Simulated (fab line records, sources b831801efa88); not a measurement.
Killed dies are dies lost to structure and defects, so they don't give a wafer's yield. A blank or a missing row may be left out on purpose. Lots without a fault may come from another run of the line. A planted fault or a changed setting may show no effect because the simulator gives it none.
A struck lot beside a sound one | flow sky130 | 43 steps out of a route of 708
Sound: wafers L695.2, L695.5, L695.6. Struck: wafers L706.1, L706.4, L706.6. The cause comes at the end.
At each step with rows: each side's tool, then ch and its chambers, then its first start. Under that, the readings that differ: sound wafers | struck wafers | difference of the means | sigmas: that difference in standard deviations of wafers without a fault.
alike: readings whose means differ by less than 2 such deviations, and words and numbers that are the same on both sides. not compared: withheld readings, readings that some wafer has no value for, bounds like >300 that may hide the same value, and numbers for which the record gives no deviation and whose values overlap.
The two part at a step that has a row with sigmas, a row that says differs or no value, or rows on one side only. Numbers that don't overlap but have no deviation are shown without sigmas and don't part them. A reading that every wafer of one side lacks parts them only if that side has two wafers or more.

first, 8 steps without rows for these wafers: SKY_VIA1_DEHYDRATE_04 (time 60 s); SKY_VIA1_HMDS_05 (prime time 60 s); SKY_VIA1_COAT_06 (resist thk 60 nm); SKY_VIA1_COAT_07 (resist thk 450 nm); SKY_VIA1_SOFTBAKE_08 (time 90 s); SKY_VIA1_EXPOSE_09 (exposes mask VIM, target cd 150 nm); SKY_VIA1_PEB_10; SKY_VIA1_DEVELOP_11 (develop time 60 s).
SKY_VIA1_CD_MEAS_12: target cd 150 nm.
  sound on cd_sem-01, day 34 01:41; struck on cd_sem-01, day 38 01:45
  alike: cd_nm
SKY_VIA1_OVL_MEAS_13:
  sound on overlay-01, day 34 01:47; struck on overlay-01, day 38 01:52
  alike: VIA1_OVL
then, 2 steps without rows for these wafers: SKY_VIA1_ETCH_14 (etches BARC in N2/H2, stops on SiO2, time 45.9 s, target depth 60 nm); SKY_VIA1_ETCH_15 (etches SiO2 in C4F8/O2/Ar, stops on TiN, target depth 351 nm, time 54 s).
SKY_VIA1_STRIP_16: strips in O2/N2.
  sound on plasma_asher-02 ch 0,1, day 34 01:55; struck on plasma_asher-02 ch 0,1, day 38 01:59
  alike: drypump_motor_current_A, oes_product_au, strip_time_to_endpoint_s
  not compared: rf_hours_counter_h
then, 3 steps without rows for these wafers: SKY_VIA1_STRIP_17 (strips in post etch residue remover, time 1200 s); SKY_VIA1_CLEAN_18 (cleans in IPA, time 180 s); SKY_VIA1_CLEAN_19 (cleans in O3/DIW).
SKY_VIA1_SPUTTER_20: material TiN, target thk 20 nm, time 80 s.
  sound on pvd_sputter-04, day 34 03:01; struck on pvd_sputter-02, day 38 02:37
  alike: throttle_valve_pct
SKY_VIA1_CVD_21: deposits W, target thk 270 nm, time 80.902 s.
  sound on cvd_w-01 ch 0,1, day 34 03:05; struck on cvd_w-02 ch 0,1, day 38 02:41
  reading            | sound       | struck        | difference | sigmas
  heater_power_w (W) | 829 915 851 | 1052 1093 929 | +160       | +2
SKY_VIA1_RS_MEAS_22: measures by four-point-probe.
  sound on film_metro-01, day 34 03:11; struck on film_metro-04, day 38 02:46
  alike: VIA1_W_RS
SKY_VIA1_THK_MEAS_23: measures by xrf.
  sound on film_metro-01, day 34 03:18; struck on film_metro-04, day 38 02:53
  reading         | sound       | struck      | difference | sigmas
  VIA1_W_THK (nm) | 272 270 270 | 263 263 263 | -8         | -2
SKY_VIA1_CMP_24: polishes, stops on SiO2, t overpolish 15 s, target thk 0 nm.
  sound on cmp-01 ch 0,1, day 34 03:24; struck on cmp-02 ch 0,3, day 38 02:57
  alike: motor_current_A, overpolish_run_s, time_to_endpoint_s
then, 5 steps without rows for these wafers: SKY_METAL2_SPUTTER_00 (material Ti, target thk 15 nm, time 10 s); SKY_METAL2_SPUTTER_01 (material TiN, target thk 20 nm, time 16.7 s); SKY_METAL2_SPUTTER_02 (material AlCu, target thk 250 nm, time 13.3 s); SKY_METAL2_SPUTTER_03 (material Ti, target thk 5 nm, time 3.3 s); SKY_METAL2_SPUTTER_04 (material TiN, target thk 70 nm, time 58.3 s).
SKY_METAL2_RS_MEAS_05: measures by four-point-probe.
  sound on film_metro-01, day 34 03:49; struck on film_metro-04, day 38 03:23
  alike: METAL2_ALCU_RS
SKY_METAL2_THK_MEAS_06: measures by xrf.
  sound on film_metro-01, day 34 03:55; struck on film_metro-04, day 38 03:31
  alike: METAL2_ALCU_THK
then, 8 steps without rows for these wafers: SKY_METAL2_DEHYDRATE_07 (time 60 s); SKY_METAL2_HMDS_08 (prime time 60 s); SKY_METAL2_COAT_09 (resist thk 60 nm); SKY_METAL2_COAT_10 (resist thk 450 nm); SKY_METAL2_SOFTBAKE_11 (time 90 s); SKY_METAL2_EXPOSE_12 (exposes mask MM2, target cd 140 nm); SKY_METAL2_PEB_13; SKY_METAL2_DEVELOP_14 (develop time 60 s).
SKY_METAL2_CD_MEAS_15: target cd 140 nm.
  sound on cd_sem-02, day 35 09:39; struck on cd_sem-02, day 39 04:00
  alike: cd_nm
SKY_METAL2_OVL_MEAS_16:
  sound on overlay-01, day 35 09:46; struck on overlay-01, day 39 04:07
  reading         | sound   | struck | difference | sigmas
  METAL2_OVL (nm) | -6 -8 0 | 5 1 9  | +10        | +2
then, 2 steps without rows for these wafers: SKY_METAL2_DESCUM_17 (chemistry O2, time 8 s); SKY_METAL2_ETCH_18 (etches BARC in N2/H2, stops on SiO2, time 45.9 s, target depth 60 nm).
SKY_METAL2_METAL_ETCH_19: etches the open film in Cl2/BCl3, stops on SiO2, target depth 360 nm, time 78 s.
  sound on rie_metal-04 ch 0,1, day 35 09:53; struck on rie_metal-04 ch 0,1, day 39 04:15
  alike: bias_w, drypump_motor_current_A, oes_product_au, throttle_valve_pct
  not compared: rf_hours_counter_h
SKY_METAL2_STRIP_20: strips in O2/N2.
  sound on plasma_asher-02 ch 0,1, day 35 09:58; struck on plasma_asher-03 ch 1, day 39 04:20
  alike: drypump_motor_current_A, oes_product_au, strip_time_to_endpoint_s
  not compared: rf_hours_counter_h
-- the record jumps here: 10 days lie between the struck wafers' starts before and after (it left off in module METAL2 and takes up again in module PAD_OPEN, whose first step shown is number 708 of the route) --
SKY_PAD_OPEN_PROBE_99:
  sound on prober-02, day 45 22:19; struck on prober-02, day 48 22:49
  reading                               | sound              | struck            | difference | sigmas
  defect_limited_yield (%)              | 81.9 82.5 81.7     | 76.8 74.0 72.6    | -7.6       | -4
  killed_at_M0_to_M3                    | 43 35 45           | 83 77 104         | +47        | +7
  killed_dies                           | 89 86 90           | 114 128 135       | +37        | +4
  sort_bin_3_pad_short (%)              | 0.4 1.0 0.8        | 4.1 2.4 3.5       | +2.6       | +6
  sort_bin_5_function (%)               | 11.4 10.6 10.2     | 13.6 16.7 16.3    | +4.8       | +3
  sort_n_pass                           | 403 406 402        | 378 364 357       | -37        | -4
  sort_yield_pct (%)                    | 81.9 82.5 81.7     | 76.8 74.0 72.6    | -7.6       | -4
  model.etest.tester.sort_n_pass        | 403 406 402        | 378 364 357       | -37        |
  model.etest.tester.sort_yield_pct (%) | 81.91 82.52 81.71  | 76.83 73.98 72.56 | -7.59      |
  model.etest.tester.sort_bin_5_pct (%) | 11.38 10.57 10.16  | 13.62 16.67 16.26 | +4.81      |
  model.etest.tester.sort_bin_3_pct (%) | 0.4065 1.016 0.813 | 4.065 2.439 3.455 | +2.575     |
  alike: killed_at_M4_up, killed_at_contacts, killed_at_front_end, killed_at_other, killed_open, killed_short, sort_bin_6_memory

WHERE THEY PART
First at SKY_VIA1_CVD_21; last, within this record, at SKY_PAD_OPEN_PROBE_99.

WHY: what the simulator had put in
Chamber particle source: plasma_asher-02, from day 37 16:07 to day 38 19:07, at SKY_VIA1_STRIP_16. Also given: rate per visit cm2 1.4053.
